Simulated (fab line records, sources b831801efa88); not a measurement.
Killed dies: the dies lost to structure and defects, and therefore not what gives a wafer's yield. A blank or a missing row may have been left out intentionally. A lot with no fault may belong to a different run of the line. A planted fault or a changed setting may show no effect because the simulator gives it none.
fab line records || flow sfq-line
record {"lots": 6, "wafers": 18, "last-day": 92}
route steps=325 shown I6@277 M7@281
lots that met no fault: taken from a fault-free run of the same line
start-h: hours from the record's first day to the start of the lot's first wafer shown || wait-h: hours elapsed since this lot's preceding step || " repeats the value in the row above || L1.1+2: several wafers, shown together as one row || - no value, or no start was given || * or withheld: withheld || < > ~ a bound
route shown NAME@n: a module of which the file shows steps, and the number in the route of the first || usual: mean and standard deviation over wafers with no fault || same: alike in all rows || chamber/n: place in a boat || sites: the reading at each site || _std_site: how widely they spread, as a standard deviation || _edge_site: mean of outer sites minus mean of inner sites || radius-mm: for every site, how far away it sits from the centre of the wafer || mask NAME#n: copy n || behind: the last tool/chamber to shape the wafer || hold: what put the lot on hold/how long, in hours/how the hold closed || device: which transistor (n, p or np) failed to switch || end of line: tests of these same wafers at the route's end || a step given without rows: its recipe and nothing more || killed: dies lost to structure and defects at the first sort, not the wafer's yield || map: per-die view of a wafer (x killed, . not killed, _ where there is no die)
set.NAME: setting as actually run; set.NAME@STEP: the setting as run at that earlier step || model.NAME: the simulator's own value behind a step, which no gauge read
a table for each step, a row for each wafer; lots at some steps of the route
services: a tool's chamber out of use, with start hour (start-h, from the record's first day; less than 0 if before it), hours out, and reason
## steps
# step SFQ_TRILAYER_I6_VIA_BARC_OPEN_VIA_ETCH_235
# recipe {"mask-material": "PR", "chemistry": "O2", "target-depth-nm": 125, "target": "BARC", "source-w": 500, "bias-w": 80, "pressure-mtorr": 30, "time-s": 41.7}
# usual {"drypump-motor-current-A": "5.5/0.53", "oes-product-au": "0.684/0.0045"}
{"lot.wafer": "L867.1", "tool": "rie-diel-04", "chamber": 1, "start-h": 1699.16, "wait-h": 0.0, "drypump-motor-current-A": 5.4, "oes-product-au": 0.680, "rf-hours-counter-h": 7}
{"lot.wafer": "L867.2", "tool": "rie-diel-04", "chamber": 3, "start-h": 1699.16, "wait-h": 0.0, "drypump-motor-current-A": 6.1, "oes-product-au": 0.683, "rf-hours-counter-h": 15}
{"lot.wafer": "L867.5", "tool": "rie-diel-04", "chamber": 1, "start-h": 1699.16, "wait-h": 0.0, "drypump-motor-current-A": 5.4, "oes-product-au": 0.689, "rf-hours-counter-h": "-"}
{"lot.wafer": "L869.3", "tool": "rie-diel-04", "chamber": 1, "start-h": 1817.37, "wait-h": 0.0, "drypump-motor-current-A": 5.4, "oes-product-au": 0.693, "rf-hours-counter-h": 9}
{"lot.wafer": "L869.4", "tool": "rie-diel-04", "chamber": 2, "start-h": 1817.37, "wait-h": 0.0, "drypump-motor-current-A": 5.3, "oes-product-au": 0.683, "rf-hours-counter-h": 21}
{"lot.wafer": "L869.5", "tool": "rie-diel-04", "chamber": 1, "start-h": 1817.37, "wait-h": 0.0, "drypump-motor-current-A": 5.3, "oes-product-au": 0.682, "rf-hours-counter-h": "-"}
{"lot.wafer": "L877.1", "tool": "rie-diel-03", "chamber": 2, "start-h": 1883.33, "wait-h": 0.0, "drypump-motor-current-A": 5.8, "oes-product-au": 0.684, "rf-hours-counter-h": 12}
{"lot.wafer": "L877.2", "tool": "rie-diel-03", "chamber": 1, "start-h": 1883.33, "wait-h": 0.0, "drypump-motor-current-A": 5.0, "oes-product-au": 0.690, "rf-hours-counter-h": 14}
{"lot.wafer": "L877.5", "tool": "rie-diel-03", "chamber": 0, "start-h": 1883.33, "wait-h": 0.0, "drypump-motor-current-A": 6.5, "oes-product-au": 0.697, "rf-hours-counter-h": "-"}
{"lot.wafer": "L879.1", "tool": "rie-diel-04", "chamber": 2, "start-h": 1958.93, "wait-h": 0.0, "drypump-motor-current-A": 5.3, "oes-product-au": 0.683, "rf-hours-counter-h": 0}
{"lot.wafer": "L879.2", "tool": "rie-diel-04", "chamber": 3, "start-h": 1958.93, "wait-h": 0.0, "drypump-motor-current-A": 6.1, "oes-product-au": 0.687, "rf-hours-counter-h": 19}
{"lot.wafer": "L879.4", "tool": "rie-diel-04", "chamber": 0, "start-h": 1958.93, "wait-h": 0.0, "drypump-motor-current-A": 5.7, "oes-product-au": 0.680, "rf-hours-counter-h": 15}
{"lot.wafer": "L883.2", "tool": "rie-diel-04", "chamber": 0, "start-h": 2117.13, "wait-h": 0.0, "drypump-motor-current-A": 5.7, "oes-product-au": 0.685, "rf-hours-counter-h": 16}
{"lot.wafer": "L883.3", "tool": "rie-diel-04", "chamber": 1, "start-h": 2117.13, "wait-h": 0.0, "drypump-motor-current-A": 5.3, "oes-product-au": 0.684, "rf-hours-counter-h": 13}
{"lot.wafer": "L883.6", "tool": "rie-diel-04", "chamber": 0, "start-h": 2117.13, "wait-h": 0.0, "drypump-motor-current-A": 5.7, "oes-product-au": 0.688, "rf-hours-counter-h": "-"}
{"lot.wafer": "L886.2", "tool": "rie-diel-04", "chamber": 0, "start-h": 2127.13, "wait-h": 0.0, "drypump-motor-current-A": 5.7, "oes-product-au": 0.681, "rf-hours-counter-h": 17}
{"lot.wafer": "L886.5", "tool": "rie-diel-04", "chamber": 3, "start-h": 2127.13, "wait-h": 0.0, "drypump-motor-current-A": 6.1, "oes-product-au": 0.684, "rf-hours-counter-h": "-"}
{"lot.wafer": "L886.6", "tool": "rie-diel-04", "chamber": 2, "start-h": 2127.13, "wait-h": 0.0, "drypump-motor-current-A": 5.3, "oes-product-au": 0.681, "rf-hours-counter-h": "-"}
# step SFQ_TRILAYER_I6_VIA_ETCH_VIA_ETCH_172
# recipe {"target": "SiO2", "stop-on": "Nb", "mask-material": "PR", "taper-deg": 20, "chemistry": "CHF3", "target-depth-nm": 260, "source-w": 500, "bias-w": 80, "pressure-mtorr": 30, "time-s": "withheld"}
# usual {"drypump-motor-current-A": "5.5/0.53", "oes-product-au": "0.855/0.0049"}
{"lot.wafer": "L867.1", "tool": "rie-diel-04", "chamber": 1, "start-h": 1699.20, "wait-h": 0.0, "drypump-motor-current-A": 5.4, "oes-product-au": 0.859}
{"lot.wafer": "L867.2", "tool": "rie-diel-04", "chamber": 3, "start-h": 1699.20, "wait-h": 0.0, "drypump-motor-current-A": 6.0, "oes-product-au": 0.855}
{"lot.wafer": "L867.5", "tool": "rie-diel-04", "chamber": 1, "start-h": 1699.20, "wait-h": 0.0, "drypump-motor-current-A": 5.4, "oes-product-au": 0.854}
{"lot.wafer": "L869.3", "tool": "rie-diel-04", "chamber": 1, "start-h": 1817.41, "wait-h": 0.0, "drypump-motor-current-A": 5.3, "oes-product-au": 0.852}
{"lot.wafer": "L869.4", "tool": "rie-diel-04", "chamber": 2, "start-h": 1817.41, "wait-h": 0.0, "drypump-motor-current-A": 5.3, "oes-product-au": 0.859}
{"lot.wafer": "L869.5", "tool": "rie-diel-04", "chamber": 1, "start-h": 1817.41, "wait-h": 0.0, "drypump-motor-current-A": 5.4, "oes-product-au": 0.861}
{"lot.wafer": "L877.1", "tool": "rie-diel-03", "chamber": 2, "start-h": 1883.37, "wait-h": 0.0, "drypump-motor-current-A": 5.8, "oes-product-au": 0.850}
{"lot.wafer": "L877.2", "tool": "rie-diel-03", "chamber": 1, "start-h": 1883.37, "wait-h": 0.0, "drypump-motor-current-A": 5.0, "oes-product-au": 0.851}
{"lot.wafer": "L877.5", "tool": "rie-diel-03", "chamber": 0, "start-h": 1883.37, "wait-h": 0.0, "drypump-motor-current-A": 6.5, "oes-product-au": 0.850}
{"lot.wafer": "L879.1", "tool": "rie-diel-04", "chamber": 2, "start-h": 1958.97, "wait-h": 0.0, "drypump-motor-current-A": 5.3, "oes-product-au": 0.842}
{"lot.wafer": "L879.2", "tool": "rie-diel-04", "chamber": 3, "start-h": 1958.97, "wait-h": 0.0, "drypump-motor-current-A": 6.0, "oes-product-au": 0.857}
{"lot.wafer": "L879.4", "tool": "rie-diel-04", "chamber": 0, "start-h": 1958.97, "wait-h": 0.0, "drypump-motor-current-A": 5.7, "oes-product-au": 0.851}
{"lot.wafer": "L883.2", "tool": "rie-diel-04", "chamber": 0, "start-h": 2117.17, "wait-h": 0.0, "drypump-motor-current-A": 5.7, "oes-product-au": 0.860}
{"lot.wafer": "L883.3", "tool": "rie-diel-04", "chamber": 1, "start-h": 2117.17, "wait-h": 0.0, "drypump-motor-current-A": 5.4, "oes-product-au": 0.861}
{"lot.wafer": "L883.6", "tool": "rie-diel-04", "chamber": 0, "start-h": 2117.17, "wait-h": 0.0, "drypump-motor-current-A": 5.7, "oes-product-au": 0.860}
{"lot.wafer": "L886.2", "tool": "rie-diel-04", "chamber": 0, "start-h": 2127.17, "wait-h": 0.0, "drypump-motor-current-A": 5.7, "oes-product-au": 0.853}
{"lot.wafer": "L886.5", "tool": "rie-diel-04", "chamber": 3, "start-h": 2127.17, "wait-h": 0.0, "drypump-motor-current-A": 6.1, "oes-product-au": 0.864}
{"lot.wafer": "L886.6", "tool": "rie-diel-04", "chamber": 2, "start-h": 2127.17, "wait-h": 0.0, "drypump-motor-current-A": 5.3, "oes-product-au": 0.848}
# step SFQ_TRILAYER_I6_VIA_STRIP_STRIP_173
# recipe {"gas": "O2", "power-w": 200, "platen-temp-c": 40, "overash-fraction": 0.65, "chemistry": "O2", "pressure-mtorr": 50}
# usual {"drypump-motor-current-A": "6.08/0.27", "oes-product-au": "1.003/0.0092"}
{"lot.wafer": "L867.1", "tool": "rie-metal-01", "chamber": 0, "start-h": 1699.31, "wait-h": "-", "drypump-motor-current-A": 5.96, "oes-product-au": 1.010, "rf-hours-counter-h": 65}
{"lot.wafer": "L867.2", "tool": "rie-metal-01", "chamber": 1, "start-h": 1699.31, "wait-h": "-", "drypump-motor-current-A": 6.11, "oes-product-au": 0.988, "rf-hours-counter-h": 28}
{"lot.wafer": "L867.5", "tool": "rie-metal-01", "chamber": 0, "start-h": 1699.31, "wait-h": "-", "drypump-motor-current-A": 5.95, "oes-product-au": 1.007, "rf-hours-counter-h": "-"}
{"lot.wafer": "L869.3", "tool": "rie-metal-02", "chamber": 1, "start-h": 1817.72, "wait-h": "-", "drypump-motor-current-A": 5.92, "oes-product-au": 1.005, "rf-hours-counter-h": "-"}
{"lot.wafer": "L869.4", "tool": "rie-metal-02", "chamber": 0, "start-h": 1817.72, "wait-h": "-", "drypump-motor-current-A": 6.26, "oes-product-au": 1.000, "rf-hours-counter-h": "-"}
{"lot.wafer": "L869.5", "tool": "rie-metal-02", "chamber": 0, "start-h": 1817.72, "wait-h": "-", "drypump-motor-current-A": 6.29, "oes-product-au": 1.012, "rf-hours-counter-h": "-"}
{"lot.wafer": "L877.1", "tool": "rie-metal-03", "chamber": 0, "start-h": 1883.48, "wait-h": "-", "drypump-motor-current-A": 6.59, "oes-product-au": 1.002, "rf-hours-counter-h": 126}
{"lot.wafer": "L877.2", "tool": "rie-metal-03", "chamber": 1, "start-h": 1883.48, "wait-h": "-", "drypump-motor-current-A": 5.72, "oes-product-au": 0.999, "rf-hours-counter-h": 110}
{"lot.wafer": "L877.5", "tool": "rie-metal-03", "chamber": 1, "start-h": 1883.48, "wait-h": "-", "drypump-motor-current-A": 5.72, "oes-product-au": 1.011, "rf-hours-counter-h": "-"}
{"lot.wafer": "L879.1", "tool": "rie-metal-01", "chamber": 1, "start-h": 1959.08, "wait-h": "-", "drypump-motor-current-A": 6.11, "oes-product-au": 1.007, "rf-hours-counter-h": 59}
{"lot.wafer": "L879.2", "tool": "rie-metal-01", "chamber": 0, "start-h": 1959.08, "wait-h": "-", "drypump-motor-current-A": 5.97, "oes-product-au": 1.002, "rf-hours-counter-h": 97}
{"lot.wafer": "L879.4", "tool": "rie-metal-01", "chamber": 1, "start-h": 1959.08, "wait-h": "-", "drypump-motor-current-A": 6.09, "oes-product-au": 0.999, "rf-hours-counter-h": "-"}
{"lot.wafer": "L883.2", "tool": "rie-metal-01", "chamber": 0, "start-h": 2117.28, "wait-h": "-", "drypump-motor-current-A": 6.01, "oes-product-au": 1.002, "rf-hours-counter-h": 116}
{"lot.wafer": "L883.3", "tool": "rie-metal-01", "chamber": 0, "start-h": 2117.28, "wait-h": "-", "drypump-motor-current-A": 5.99, "oes-product-au": 0.997, "rf-hours-counter-h": "-"}
{"lot.wafer": "L883.6", "tool": "rie-metal-01", "chamber": 0, "start-h": 2117.28, "wait-h": "-", "drypump-motor-current-A": 6.00, "oes-product-au": 1.008, "rf-hours-counter-h": "-"}
{"lot.wafer": "L886.2", "tool": "rie-metal-02", "chamber": 1, "start-h": 2127.28, "wait-h": "-", "drypump-motor-current-A": 5.88, "oes-product-au": 1.012, "rf-hours-counter-h": 3}
{"lot.wafer": "L886.5", "tool": "rie-metal-02", "chamber": 0, "start-h": 2127.28, "wait-h": "-", "drypump-motor-current-A": 6.25, "oes-product-au": 0.997, "rf-hours-counter-h": "-"}
{"lot.wafer": "L886.6", "tool": "rie-metal-02", "chamber": 1, "start-h": 2127.28, "wait-h": "-", "drypump-motor-current-A": 5.89, "oes-product-au": 1.014, "rf-hours-counter-h": "-"}
# step SFQ_TRILAYER_I6_VIA_STRIP_SOLV_CLEAN_174
# recipe {"chemistry": "NMP", "temp-c": 70, "time-s": 600}
# step SFQ_TRILAYER_M7_DEP_PRE_CLEAN_176
# recipe {"gas": "Ar", "time-s": 22.5, "bias-v": 250}
# step SFQ_TRILAYER_M7_DEP_SPUTTER_175
# recipe {"material": "Nb", "base-pressure-pa": 1.33e-06, "chamber-pressure-pa": 0.1333, "substrate-temp-c": 20, "target-thk-nm": 200, "power-w": 2000, "time-s": 133.3}
# usual {"throttle-valve-pct": "29.8/0.78"}
{"lot.wafer": "L867.1", "tool": "pvd-sputter-04", "chamber": "-", "start-h": 1700.11, "wait-h": 0.0, "throttle-valve-pct": 29.2}
{"lot.wafer": "L867.2", "tool": "pvd-sputter-04", "chamber": "-", "start-h": 1700.11, "wait-h": 0.0, "throttle-valve-pct": 31.3}
{"lot.wafer": "L867.5", "tool": "pvd-sputter-04", "chamber": "-", "start-h": 1700.11, "wait-h": 0.0, "throttle-valve-pct": 31.1}
{"lot.wafer": "L869.3", "tool": "pvd-sputter-06", "chamber": "-", "start-h": 1818.32, "wait-h": 0.0, "throttle-valve-pct": 29.8}
{"lot.wafer": "L869.4", "tool": "pvd-sputter-06", "chamber": "-", "start-h": 1818.32, "wait-h": 0.0, "throttle-valve-pct": 28.4}
{"lot.wafer": "L869.5", "tool": "pvd-sputter-06", "chamber": "-", "start-h": 1818.32, "wait-h": 0.0, "throttle-valve-pct": 28.5}
{"lot.wafer": "L877.1", "tool": "pvd-sputter-04", "chamber": "-", "start-h": 1884.29, "wait-h": 0.0, "throttle-valve-pct": 31.0}
{"lot.wafer": "L877.2", "tool": "pvd-sputter-04", "chamber": "-", "start-h": 1884.29, "wait-h": 0.0, "throttle-valve-pct": 29.0}
{"lot.wafer": "L877.5", "tool": "pvd-sputter-04", "chamber": "-", "start-h": 1884.29, "wait-h": 0.0, "throttle-valve-pct": 30.5}
{"lot.wafer": "L879.1", "tool": "pvd-sputter-04", "chamber": "-", "start-h": 1960.09, "wait-h": 0.0, "throttle-valve-pct": 30.9}
{"lot.wafer": "L879.2", "tool": "pvd-sputter-04", "chamber": "-", "start-h": 1960.09, "wait-h": 0.0, "throttle-valve-pct": 30.5}
{"lot.wafer": "L879.4", "tool": "pvd-sputter-04", "chamber": "-", "start-h": 1960.09, "wait-h": 0.0, "throttle-valve-pct": 30.8}
{"lot.wafer": "L883.2", "tool": "pvd-sputter-05", "chamber": "-", "start-h": 2118.08, "wait-h": 0.0, "throttle-valve-pct": 30.1}
{"lot.wafer": "L883.3", "tool": "pvd-sputter-05", "chamber": "-", "start-h": 2118.08, "wait-h": 0.0, "throttle-valve-pct": 29.8}
{"lot.wafer": "L883.6", "tool": "pvd-sputter-05", "chamber": "-", "start-h": 2118.08, "wait-h": 0.0, "throttle-valve-pct": 30.2}
{"lot.wafer": "L886.2", "tool": "pvd-sputter-04", "chamber": "-", "start-h": 2128.09, "wait-h": 0.0, "throttle-valve-pct": 30.5}
{"lot.wafer": "L886.5", "tool": "pvd-sputter-04", "chamber": "-", "start-h": 2128.09, "wait-h": 0.0, "throttle-valve-pct": 29.1}
{"lot.wafer": "L886.6", "tool": "pvd-sputter-04", "chamber": "-", "start-h": 2128.09, "wait-h": 0.0, "throttle-valve-pct": 30.6}
# step SFQ_M7_RS_MEAS_943
# recipe {"thk-meas-gauge": "four-point-probe", "reads": "Nb_of_TRILAYER_M7_DEP_SPUTTER_175"}
# usual {"M7_NB_RS": "0.894/0.0086"}
{"lot.wafer": "L867.1", "tool": "film-metro-01", "chamber": "-", "start-h": 1700.20, "wait-h": 0.0, "M7_NB_RS[ohm/sq]": 0.888}
{"lot.wafer": "L867.2", "tool": "film-metro-01", "chamber": "-", "start-h": 1700.20, "wait-h": 0.0, "M7_NB_RS[ohm/sq]": 0.896}
{"lot.wafer": "L867.5", "tool": "film-metro-01", "chamber": "-", "start-h": 1700.20, "wait-h": 0.0, "M7_NB_RS[ohm/sq]": 0.891}
{"lot.wafer": "L869.3", "tool": "film-metro-02", "chamber": "-", "start-h": 1818.45, "wait-h": 0.1, "M7_NB_RS[ohm/sq]": 0.884}
{"lot.wafer": "L869.4", "tool": "film-metro-02", "chamber": "-", "start-h": 1818.45, "wait-h": 0.1, "M7_NB_RS[ohm/sq]": 0.892}
{"lot.wafer": "L869.5", "tool": "film-metro-02", "chamber": "-", "start-h": 1818.45, "wait-h": 0.1, "M7_NB_RS[ohm/sq]": 0.891}
{"lot.wafer": "L877.1", "tool": "film-metro-04", "chamber": "-", "start-h": 1884.38, "wait-h": 0.0, "M7_NB_RS[ohm/sq]": 0.896}
{"lot.wafer": "L877.2", "tool": "film-metro-04", "chamber": "-", "start-h": 1884.38, "wait-h": 0.0, "M7_NB_RS[ohm/sq]": 0.892}
{"lot.wafer": "L877.5", "tool": "film-metro-04", "chamber": "-", "start-h": 1884.38, "wait-h": 0.0, "M7_NB_RS[ohm/sq]": 0.894}
{"lot.wafer": "L879.1", "tool": "film-metro-01", "chamber": "-", "start-h": 1960.18, "wait-h": 0.0, "M7_NB_RS[ohm/sq]": 0.892}
{"lot.wafer": "L879.2", "tool": "film-metro-01", "chamber": "-", "start-h": 1960.18, "wait-h": 0.0, "M7_NB_RS[ohm/sq]": 0.888}
{"lot.wafer": "L879.4", "tool": "film-metro-01", "chamber": "-", "start-h": 1960.18, "wait-h": 0.0, "M7_NB_RS[ohm/sq]": 0.893}
{"lot.wafer": "L883.2", "tool": "film-metro-01", "chamber": "-", "start-h": 2118.20, "wait-h": 0.1, "M7_NB_RS[ohm/sq]": 0.902}
{"lot.wafer": "L883.3", "tool": "film-metro-01", "chamber": "-", "start-h": 2118.20, "wait-h": 0.1, "M7_NB_RS[ohm/sq]": 0.893}
{"lot.wafer": "L883.6", "tool": "film-metro-01", "chamber": "-", "start-h": 2118.20, "wait-h": 0.1, "M7_NB_RS[ohm/sq]": 0.901}
{"lot.wafer": "L886.2", "tool": "film-metro-01", "chamber": "-", "start-h": 2128.20, "wait-h": 0.1, "M7_NB_RS[ohm/sq]": 0.890}
{"lot.wafer": "L886.5", "tool": "film-metro-01", "chamber": "-", "start-h": 2128.20, "wait-h": 0.1, "M7_NB_RS[ohm/sq]": 0.904}
{"lot.wafer": "L886.6", "tool": "film-metro-01", "chamber": "-", "start-h": 2128.20, "wait-h": 0.1, "M7_NB_RS[ohm/sq]": 0.901}
# step SFQ_TRILAYER_M7_LITHO_COAT_182
# recipe {"resist": "BARC", "spin-rpm": 3000, "resist-thk-nm": 62}
# step SFQ_TRILAYER_M7_LITHO_COAT_177
# recipe {"resist": "KrF", "spin-rpm": 3000, "resist-thk-nm": 600}
# step SFQ_TRILAYER_M7_LITHO_SOFTBAKE_181
# recipe {"temp-c": "withheld", "time-s": "withheld", "resist": "KrF"}
# step SFQ_TRILAYER_M7_LITHO_EXPOSE_178
# recipe {"mask-id": "M7", "na": 0.6, "source-shape": "conventional", "sigma-outer": 0.65, "target-cd-nm": 500, "dose-mj": 14.4}
# step SFQ_TRILAYER_M7_LITHO_PEB_180
# recipe {"peb-temp-c": 115, "peb-time-s": 60, "resist": "KrF"}
# usual {"chill-plate-temp-C": "23.00/0.11", "exhaust-pa": "45.0/0.92", "peb-time-s": "60/0"}
{"lot.wafer": "L867.1", "tool": "litho-track-04", "chamber": 0, "start-h": 1806.35, "wait-h": 1.0, "chill-plate-temp-C": 23.07, "exhaust-pa": 44.0, "peb-time-s": 60}
{"lot.wafer": "L867.2", "tool": "litho-track-04", "chamber": 0, "start-h": 1806.35, "wait-h": 1.0, "chill-plate-temp-C": 23.03, "exhaust-pa": 45.9, "peb-time-s": 60}
{"lot.wafer": "L867.5", "tool": "litho-track-04", "chamber": 0, "start-h": 1806.35, "wait-h": 1.0, "chill-plate-temp-C": 22.94, "exhaust-pa": 45.4, "peb-time-s": 60}
{"lot.wafer": "L869.3", "tool": "litho-track-03", "chamber": 0, "start-h": 1820.59, "wait-h": 0.7, "chill-plate-temp-C": 23.01, "exhaust-pa": 45.8, "peb-time-s": 60}
{"lot.wafer": "L869.4", "tool": "litho-track-03", "chamber": 0, "start-h": 1820.59, "wait-h": 0.7, "chill-plate-temp-C": 23.15, "exhaust-pa": 47.1, "peb-time-s": 60}
{"lot.wafer": "L869.5", "tool": "litho-track-03", "chamber": 0, "start-h": 1820.59, "wait-h": 0.7, "chill-plate-temp-C": 23.09, "exhaust-pa": 46.1, "peb-time-s": 60}
{"lot.wafer": "L877.1", "tool": "litho-track-03", "chamber": "-", "start-h": 1886.51, "wait-h": 1.0, "chill-plate-temp-C": "-", "exhaust-pa": "-", "peb-time-s": "-"}
{"lot.wafer": "L877.2", "tool": "litho-track-03", "chamber": "-", "start-h": 1886.51, "wait-h": 1.0, "chill-plate-temp-C": "-", "exhaust-pa": "-", "peb-time-s": "-"}
{"lot.wafer": "L877.5", "tool": "litho-track-03", "chamber": "-", "start-h": 1886.51, "wait-h": 1.0, "chill-plate-temp-C": "-", "exhaust-pa": "-", "peb-time-s": "-"}
{"lot.wafer": "L879.1", "tool": "litho-track-03", "chamber": "-", "start-h": 1962.31, "wait-h": 1.0, "chill-plate-temp-C": "-", "exhaust-pa": "-", "peb-time-s": "-"}
{"lot.wafer": "L879.2", "tool": "litho-track-03", "chamber": "-", "start-h": 1962.31, "wait-h": 1.0, "chill-plate-temp-C": "-", "exhaust-pa": "-", "peb-time-s": "-"}
{"lot.wafer": "L879.4", "tool": "litho-track-03", "chamber": "-", "start-h": 1962.31, "wait-h": 1.0, "chill-plate-temp-C": "-", "exhaust-pa": "-", "peb-time-s": "-"}
{"lot.wafer": "L883.2", "tool": "litho-track-01", "chamber": 0, "start-h": 2124.42, "wait-h": 0.8, "chill-plate-temp-C": 22.87, "exhaust-pa": 43.1, "peb-time-s": 60}
{"lot.wafer": "L883.3", "tool": "litho-track-01", "chamber": 0, "start-h": 2124.42, "wait-h": 0.8, "chill-plate-temp-C": 22.83, "exhaust-pa": 44.7, "peb-time-s": 60}
{"lot.wafer": "L883.6", "tool": "litho-track-01", "chamber": 0, "start-h": 2124.42, "wait-h": 0.8, "chill-plate-temp-C": 22.91, "exhaust-pa": 45.3, "peb-time-s": 60}
{"lot.wafer": "L886.2", "tool": "litho-track-04", "chamber": 0, "start-h": 2193.73, "wait-h": 0.8, "chill-plate-temp-C": 23.28, "exhaust-pa": 45.5, "peb-time-s": 60}
{"lot.wafer": "L886.5", "tool": "litho-track-04", "chamber": 0, "start-h": 2193.73, "wait-h": 0.8, "chill-plate-temp-C": 23.04, "exhaust-pa": 44.8, "peb-time-s": 60}
{"lot.wafer": "L886.6", "tool": "litho-track-04", "chamber": 0, "start-h": 2193.73, "wait-h": 0.8, "chill-plate-temp-C": 23.17, "exhaust-pa": 44.6, "peb-time-s": 60}
# step SFQ_TRILAYER_M7_LITHO_DEVELOP_179
# recipe {"time-s": 60, "resist": "KrF"}
## services
{"tool": "rie-metal-02", "chamber": "-", "start-h": 1678.56, "hours": 2.8, "kind": "pm"}
{"tool": "rie-diel-04", "chamber": "-", "start-h": 1709.61, "hours": 2.8, "kind": "pm"}
{"tool": "rie-diel-03", "chamber": 0, "start-h": 1746.46, "hours": 17.5, "kind": "repair"}
{"tool": "rie-diel-03", "chamber": 3, "start-h": 1748.34, "hours": 5.2, "kind": "repair"}
{"tool": "pvd-sputter-04", "chamber": "-", "start-h": 1751.18, "hours": 1.9, "kind": "repair"}
{"tool": "pvd-sputter-04", "chamber": "-", "start-h": 1767.53, "hours": 1.4, "kind": "repair"}
{"tool": "rie-diel-03", "chamber": 1, "start-h": 1790.64, "hours": 4.2, "kind": "repair"}
{"tool": "rie-diel-03", "chamber": "-", "start-h": 1792.86, "hours": 0.7, "kind": "repair"}
{"tool": "pvd-sputter-04", "chamber": "-", "start-h": 1798.39, "hours": 2.7, "kind": "repair"}
{"tool": "rie-diel-03", "chamber": "-", "start-h": 1806.00, "hours": 14.6, "kind": "pm"}
{"tool": "rie-diel-03", "chamber": 2, "start-h": 1821.21, "hours": 41.8, "kind": "repair"}
{"tool": "rie-diel-03", "chamber": 1, "start-h": 1821.25, "hours": 9.4, "kind": "repair"}
{"tool": "rie-diel-03", "chamber": "-", "start-h": 1828.81, "hours": 0.8, "kind": "repair"}
{"tool": "rie-metal-02", "chamber": 1, "start-h": 1880.71, "hours": 16.5, "kind": "repair"}
{"tool": "rie-metal-01", "chamber": "-", "start-h": 1921.96, "hours": 1.4, "kind": "pm"}
{"tool": "rie-metal-02", "chamber": 1, "start-h": 1925.76, "hours": 20.1, "kind": "repair"}
{"tool": "rie-diel-03", "chamber": "-", "start-h": 1938.03, "hours": 0.1, "kind": "repair"}
{"tool": "rie-diel-03", "chamber": 2, "start-h": 1940.50, "hours": 15.2, "kind": "repair"}
{"tool": "rie-diel-04", "chamber": 1, "start-h": 1945.39, "hours": 6.5, "kind": "repair"}
{"tool": "rie-diel-03", "chamber": 3, "start-h": 2021.01, "hours": 5.1, "kind": "repair"}
{"tool": "rie-diel-03", "chamber": "-", "start-h": 2026.83, "hours": 1.7, "kind": "repair"}
{"tool": "pvd-sputter-04", "chamber": "-", "start-h": 2055.94, "hours": 5.9, "kind": "repair"}
{"tool": "rie-diel-03", "chamber": 2, "start-h": 2058.83, "hours": 4.5, "kind": "repair"}
{"tool": "rie-metal-01", "chamber": "-", "start-h": 2162.38, "hours": 2.8, "kind": "pm"}
## key
first-sign {"step": "SFQ_TRILAYER_M7_LITHO_PEB_180", "reading": "tool-record", "direction": "missing"}
effect none on later readings
met-at SFQ_TRILAYER_M7_LITHO_PEB_180
struck-wafers L877.1,L877.2,L877.5,L879.1,L879.2,L879.4
onset-between 1820.59 1886.51
fault {"kind": "skipped-step-whole", "tool": "litho-track-03", "chamber": "-", "onset-h": 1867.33, "steps": "SFQ_TRILAYER_M7_LITHO_PEB_180", "scope": "struck-lots-only"}
